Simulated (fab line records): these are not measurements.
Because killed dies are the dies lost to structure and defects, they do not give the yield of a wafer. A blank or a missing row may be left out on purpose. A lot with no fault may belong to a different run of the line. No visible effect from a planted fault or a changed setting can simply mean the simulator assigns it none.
Struck lot and sound lot, side by side | flow sky130 | 16 out of 708 route steps
Sound: these wafers, L554.1, L554.4, L554.5. Struck: wafer L551.4 (left out: L551.1, a lot-mate that was not struck); the cause follows at the end.
At each step with rows: each side's tool, then ch and its chambers, then its first start. Under that, the readings that differ: sound wafers | struck wafers | difference of the means | sigmas: that difference in standard deviations of wafers without a fault.
alike: readings with means less than 2 such deviations apart, plus words and numbers identical on both sides. not compared: withheld readings, readings lacking a value on some wafer, bounds such as >300 that could conceal the same value, and numbers that have no deviation in the record and whose values overlap.
A row with sigmas, a row that says differs or no value, or rows on one side alone: a step with any of these is where the two part. Numbers that have no deviation but don't overlap get no sigmas and don't part them. A reading that every wafer of one side lacks parts them only if that side has two wafers or more.

SKY_VT_ADJUST_LVTN_OVL_MEAS_07:
  struck on overlay-02, day 10 20:55; sound on overlay-01, day 11 12:09
  alike: VT_ADJUST_LVTN_OVL
then, 1 step without rows for these wafers: SKY_VT_ADJUST_LVTN_IMPLANT_08.
SKY_VT_ADJUST_LVTN_STRIP_09: strips in O2/N2.
  sound on plasma asher-03 ch 0,1, day 11 12:20; struck on plasma asher-04 ch 0, day 10 21:06
  alike: drypump motor current A, oes product au, strip time to endpoint s
  not compared: rf hours counter h
SKY_VT_ADJUST_LVTN_TW_MEAS_10:
  struck on film metro-01, day 10 21:12; sound on film metro-04, day 11 12:26
  alike: VT_ADJUST_LVTN_TW
then, 7 steps without rows for these wafers: SKY_VT_ADJUST_LVTN_DEHYDRATE_11 (time 60 s); SKY_VT_ADJUST_LVTN_HMDS_12 (prime time 60 s); SKY_VT_ADJUST_LVTN_COAT_13 (resist thk 1140 nm); SKY_VT_ADJUST_LVTN_SOFTBAKE_14 (time 60 s); SKY_VT_ADJUST_LVTN_EXPOSE_15 (exposes mask HVN STD DERIVED, target cd 600 nm); SKY_VT_ADJUST_LVTN_PEB_16; SKY_VT_ADJUST_LVTN_DEVELOP_17 (develop time 60 s).
SKY_VT_ADJUST_LVTN_OVL_MEAS_18:
  struck on overlay-01, day 11 20:44; sound on overlay-02, day 12 11:16
  alike: VT_ADJUST_LVTN_01_OVL
SKY_VT_ADJUST_LVTN_IMPLANT_19:
  sound on implanter-03 ch 0, day 12 11:18; struck on implanter-02 ch 0, day 11 20:46
  reading            | sound           | struck | difference | sigmas
  beam on s (s)      | 9.85 9.94 10.02 | 13.28  | +3.34      | +18
  faraday current uA | 3.71 3.67 3.66  | 2.77   | -0.91      | -14
  alike: dose ions cm2
SKY_VT_ADJUST_LVTN_STRIP_20: strips in O2/N2.
  sound on plasma asher-03 ch 0,1, day 12 11:27; struck on plasma asher-02 ch 0, day 11 20:55
  reading                     | sound          | struck | difference | sigmas
  drypump motor current A (A) | 5.22 5.34 5.37 | 6.05   | +0.74      | +3
  alike: oes product au, strip time to endpoint s
  not compared: rf hours counter h
SKY_VT_ADJUST_LVTN_TW_MEAS_21:
  struck on film metro-01, day 11 21:17; sound on film metro-01, day 12 11:33
  reading             | sound             | struck | difference | sigmas
  VT_ADJUST_LVTN_2_TW | 188.8 190.2 188.8 | 204.0  | +14.7      | +10
  not compared: hold
-- a jump in the record: the struck wafers' starts before and after are 38 days apart (it breaks off in module VT_ADJUST_LVTN and resumes in module PAD_OPEN, where the first step shown is number 708 of the route) --
SKY_PAD_OPEN_PROBE_99:
  struck on prober-02, day 49 09:19; sound on prober-01, day 49 18:18
  reading             | sound     | struck                   | difference                   | sigmas
  hold                | - - -     | await dispo/1.0h/release | no value on the sound wafers |
  killed at front end | 20 23 21  | 11                       | -10                          | -2
  killed dies         | 101 93 89 | 65                       | -29                          | -3
  killed open         | 59 52 44  | 33                       | -19                          | -3
  alike: killed_at_M0_to_M3, killed_at_M4_up, killed at contacts, killed at other, killed short

## WHERE THEY PART
At SKY_VT_ADJUST_LVTN_IMPLANT_19 first; at SKY_PAD_OPEN_PROBE_99 last (within this record only).

WHY: the cause the simulator had injected
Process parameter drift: implanter-02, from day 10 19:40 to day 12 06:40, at SKY_VT_ADJUST_LVTN_IMPLANT_19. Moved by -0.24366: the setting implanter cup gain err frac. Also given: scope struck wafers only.
